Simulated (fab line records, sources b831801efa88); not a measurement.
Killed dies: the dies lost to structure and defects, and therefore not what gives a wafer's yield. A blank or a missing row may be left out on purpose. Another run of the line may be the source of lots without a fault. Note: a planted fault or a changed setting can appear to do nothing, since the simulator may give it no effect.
A struck lot beside a sound one | flow sky130 | 16 out of 708 route steps
Sound: the wafers L392.2, L392.3, L392.4. Struck: wafers L399.2, L399.5. (L399.4 of the same lot was not struck and is left out.) The cause comes at the end.
For every step that has rows: the tool of each side, followed by ch and its chambers, followed by its first start. Under that, the readings that differ: sound wafers | struck wafers | difference of the means | sigmas: that difference in standard deviations of wafers without a fault.
alike: readings whose means differ by less than 2 such deviations, and words and numbers that are the same on both sides. not compared: withheld readings, readings that some wafer has no value for, bounds like >300 that may hide the same value, and numbers for which the record gives no deviation and whose values overlap.
Wherever a step has rows on one side only, a row that says differs or no value, or a row with sigmas, the two part there. When numbers do not overlap yet have no deviation, they are printed without sigmas and do not part them. A reading that every wafer of one side lacks parts them only if that side has two wafers or more.

first, 8 steps without rows for these wafers: SKY_METAL2_DEHYDRATE_07 (time 60 s); SKY_METAL2_HMDS_08 (prime time 60 s); SKY_METAL2_COAT_09 (resist thk 60 nm); SKY_METAL2_COAT_10 (resist thk 450 nm); SKY_METAL2_SOFTBAKE_11 (time 90 s); SKY_METAL2_EXPOSE_12 (exposes mask MM2, target cd 140 nm); SKY_METAL2_PEB_13; SKY_METAL2_DEVELOP_14 (develop time 60 s).
SKY_METAL2_CD_MEAS_15: the cd target is 140 nm.
  sound: cd-sem-01 at day 35 02:48; struck: cd-sem-01 at day 37 15:20
  alike: cd-nm
SKY_METAL2_OVL_MEAS_16:
  sound: overlay-01 at day 35 02:55; struck: overlay-02 at day 37 15:27
  alike: METAL2_OVL
SKY_METAL2_DESCUM_17: chemistry O2, time 8 s.
  sound on rie-metal-01 ch 0,1, day 35 02:56; struck on rie-metal-01 ch 0, day 37 15:29
  alike: drypump-motor-current-A, he-backside-leak-sccm, oes-product-au
  not compared: rf-hours-counter-h
SKY_METAL2_ETCH_18: etches BARC in N2/H2, stops on SiO2, time 45.9 s, target depth 60 nm.
  sound on rie-metal-01 ch 0,1, day 35 02:58; struck on rie-metal-01 ch 0, day 37 15:31
  alike: bias-w, drypump-motor-current-A, he-backside-leak-sccm, oes-product-au, throttle-valve-pct
  not compared: rf-hours-counter-h
SKY_METAL2_METAL_ETCH_19: etches the open film in Cl2/BCl3, stops on SiO2, target depth 360 nm, time 78 s.
  sound on rie-metal-01 ch 0,1, day 35 03:02; struck on rie-metal-01 ch 0, day 37 15:34
  reading                                       | sound             | struck      | difference | sigmas
  bias-w (W)                                    | 48.31 48.47 48.46 | 60.68 60.72 | +12.29     | +88
  model.KrF-thick_of_METAL2_COAT_10.thk-nm (nm) | 155.9 158.1 157.7 | 128.8 130.4 | -27.6      |
  model.SiO2_of_VIA1_HDPCVD_00.thk-nm (nm)      | 329.7 330.8 329   | 326.4 326.9 | -3.2       |
  alike: drypump-motor-current-A, he-backside-leak-sccm, oes-product-au, throttle-valve-pct
  not compared: rf-hours-counter-h
SKY_METAL2_STRIP_20: strips in O2/N2.
  sound on plasma-asher-04 ch 0,1, day 35 03:07; struck on plasma-asher-03 ch 0, day 37 15:40
  reading                      | sound          | struck    | difference | sigmas
  drypump-motor-current-A (A)  | 5.3 5.9 5.3    | 6.4 6.4   | +0.9       | +3
  strip-time-to-endpoint-s (s) | 2.67 2.69 2.66 | 2.37 2.39 | -0.29      | -7
  alike: oes-product-au
  not compared: rf-hours-counter-h
then, 1 step without rows for these wafers: SKY_METAL2_STRIP_21 (strips in post etch residue remover, time 1200 s).
-- the record jumps here: 10 days lie between the struck wafers' starts before and after (it left off in module METAL2 and takes up again in module PAD_OPEN, whose first step shown is number 708 of the route) --
SKY_PAD_OPEN_PROBE_99:
  sound: prober-02 at day 45 17:26; struck: prober-02 at day 47 18:20
  alike: defect-limited-yield, killed_at_M0_to_M3, killed_at_M4_up, killed-at-contacts, killed-at-front-end, killed-at-other, killed-dies, killed-on-rim, killed-open, killed-short, sort_bin_3_pad_short, sort_bin_5_function, sort_bin_6_memory, sort-n-pass, sort-yield-pct

## WHERE THEY PART
Earliest at SKY_METAL2_METAL_ETCH_19; latest, in this record, at SKY_METAL2_STRIP_20. Later steps at which nothing parts them and some readings are alike: SKY_PAD_OPEN_PROBE_99.

WHY: the cause the simulator had injected
rie-metal-01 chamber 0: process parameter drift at SKY_METAL2_METAL_ETCH_19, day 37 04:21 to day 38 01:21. Setting bias-w shifted by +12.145 from 48.5. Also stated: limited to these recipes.
